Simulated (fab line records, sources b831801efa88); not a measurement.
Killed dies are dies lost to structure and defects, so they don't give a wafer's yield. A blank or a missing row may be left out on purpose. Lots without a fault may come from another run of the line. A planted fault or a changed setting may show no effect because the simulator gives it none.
Which tool did it? | flow sky130 | 12 lots, 36 wafers sampled, at 1 step of a route of 708

WHAT THE GAUGES READ, wafer by wafer
SKY_LI_CONTACT_CD_MEAS_12: target cd 170 nm.
lot  | measured     | on        | cd_nm (nm)
L075 | day 29 13:57 | cd_sem-02 | 168.8 169.0 166.3
L078 | day 30 09:15 | cd_sem-01 | 170.3 170.1 171.6
L079 | day 31 06:22 | cd_sem-01 | 168.0 170.3 168.6
L081 | day 31 17:59 | cd_sem-01 | 169.4 170.5 170.2
L083 | day 32 04:08 | cd_sem-01 | 171.0 171.4 169.8
L085 | day 32 22:31 | cd_sem-01 | 169.7 169.7 169.7
L087 | day 33 16:07 | cd_sem-01 | 168.9 170.9 169.2
L089 | day 34 11:05 | cd_sem-01 | 168.3 168.6 169.4
L091 | day 34 22:26 | cd_sem-02 | 169.9 170.4 169.7
L093 | day 35 19:37 | cd_sem-01 | 169.9 169.7 170.1
L097 | day 36 16:58 | cd_sem-02 | 169.6 169.3 168.9
L096 | day 36 20:19 | cd_sem-01 | 170.7 170.5 170.0

WHICH TOOL RAN EACH LOT (tool, then ch and the chambers of the sampled wafers, then the start)
The record holds no process step before these readings.

THE ANSWER, worked out from the rows above alone
Rule: what is usual is taken from the lots themselves. Put in order of their means at a reading, lots are off if they are a third of the lots or fewer, leave a main group of 4 or more, and stand apart from it by a gap of 3 or more times the standard deviation of the main group's means; of several such gaps the widest counts. A main group whose means are all the same, to the digits that the tables above print for the reading, isn't used. A lot without any number at a reading at which 4 lots or more have one is off too. The other lots that the step has rows for count as sound.
No lot is off at any reading shown: from this, nothing can be told.

WHAT THE SIMULATOR HAD PUT IN
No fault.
